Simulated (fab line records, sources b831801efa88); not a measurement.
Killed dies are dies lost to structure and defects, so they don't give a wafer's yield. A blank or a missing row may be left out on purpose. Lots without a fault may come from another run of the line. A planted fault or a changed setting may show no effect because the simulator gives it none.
A struck lot beside a sound one | flow sky130 | 15 steps out of a route of 708
Sound: wafers L875.4, L875.5, L875.6. Struck: wafers L865.2, L865.3, L865.5. The cause comes at the end.
At each step with rows: each side's tool, then ch and its chambers, then its first start. Under that, the readings that differ: sound wafers | struck wafers | difference of the means | sigmas: that difference in standard deviations of wafers without a fault.
alike: readings whose means differ by less than 2 such deviations, and words and numbers that are the same on both sides. not compared: withheld readings, readings that some wafer has no value for, bounds like >300 that may hide the same value, and numbers for which the record gives no deviation and whose values overlap.
The two part at a step that has a row with sigmas, a row that says differs or no value, or rows on one side only. Numbers that don't overlap but have no deviation are shown without sigmas and don't part them. A reading that every wafer of one side lacks parts them only if that side has two wafers or more.

first, 3 steps without rows for these wafers: SKY_VIA2_EXPOSE_09 (exposes mask VIM2, target cd 200 nm); SKY_VIA2_PEB_10; SKY_VIA2_DEVELOP_11 (develop time 60 s).
SKY_VIA2_CD_MEAS_12: target cd 200 nm.
  sound on cd_sem-02, day 42 08:12; struck on cd_sem-02, day 38 13:55
  alike: cd_nm
SKY_VIA2_OVL_MEAS_13:
  sound on overlay-01, day 42 08:16; struck on overlay-02, day 38 14:02
  alike: VIA2_OVL
SKY_VIA2_ETCH_14: etches BARC in N2/H2, stops on SiO2, time 45.9 s, target depth 60 nm.
  sound on rie_diel-02 ch 0,1,3, day 42 08:17; struck on rie_diel-01 ch 1,2, day 38 14:04
  alike: bias_w, drypump_motor_current_A, oes_product_au, throttle_valve_pct
  not compared: rf_hours_counter_h
SKY_VIA2_ETCH_15: etches SiO2 in C4F8/O2/Ar, stops on TiN, target depth 546 nm, time 84 s.
  sound on rie_diel-02 ch 0,1,3, day 42 08:20; struck on rie_diel-01 ch 1,2, day 38 14:06
  alike: bias_w, oes_product_au
  not compared: rf_hours_counter_h
SKY_VIA2_STRIP_16: strips in O2/N2.
  sound on plasma_asher-03 ch 0,1, day 42 08:26; struck on plasma_asher-01 ch 0,1, day 38 14:10
  alike: drypump_motor_current_A, oes_product_au, strip_time_to_endpoint_s
  not compared: rf_hours_counter_h
then, 3 steps without rows for these wafers: SKY_VIA2_STRIP_17 (strips in post etch residue remover, time 1200 s); SKY_VIA2_CLEAN_18 (cleans in IPA, time 180 s); SKY_VIA2_CLEAN_19 (cleans in O3/DIW).
SKY_VIA2_SPUTTER_20: material TiN, target thk 20 nm, time 80 s.
  sound on pvd_sputter-01, day 42 09:02; struck on pvd_sputter-01, day 38 14:47
  alike: throttle_valve_pct
SKY_VIA2_CVD_21: deposits W, target thk 420 nm, time 126.4 s.
  sound on cvd_w-02 ch 0,1, day 42 09:08; struck on cvd_w-01 ch 0,1, day 38 14:51
  reading                      | sound             | struck            | difference | sigmas
  chamber_pressure_Torr (Torr) | 40.09 40.08 40.11 | 41.58 41.52 41.77 | +1.53      | +18
  alike: heater_power_w
SKY_VIA2_RS_MEAS_22: measures by four-point-probe.
  sound on film_metro-04, day 42 09:17; struck on film_metro-02, day 38 15:01
  alike: VIA2_W_RS
-- the record jumps here: 11 days lie between the struck wafers' starts before and after (it left off in module VIA2 and takes up again in module PAD_OPEN, whose first step shown is number 708 of the route) --
SKY_PAD_OPEN_PROBE_99:
  the record has rows for the struck wafers here (prober-01, day 49 15:06) and none for the sound ones

WHERE THEY PART
First at SKY_VIA2_CVD_21; last, within this record, at SKY_PAD_OPEN_PROBE_99.

WHY: what the simulator had put in
Process parameter drift: cvd_w-01, from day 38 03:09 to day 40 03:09, at SKY_VIA2_CVD_21. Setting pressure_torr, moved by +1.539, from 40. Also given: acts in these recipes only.
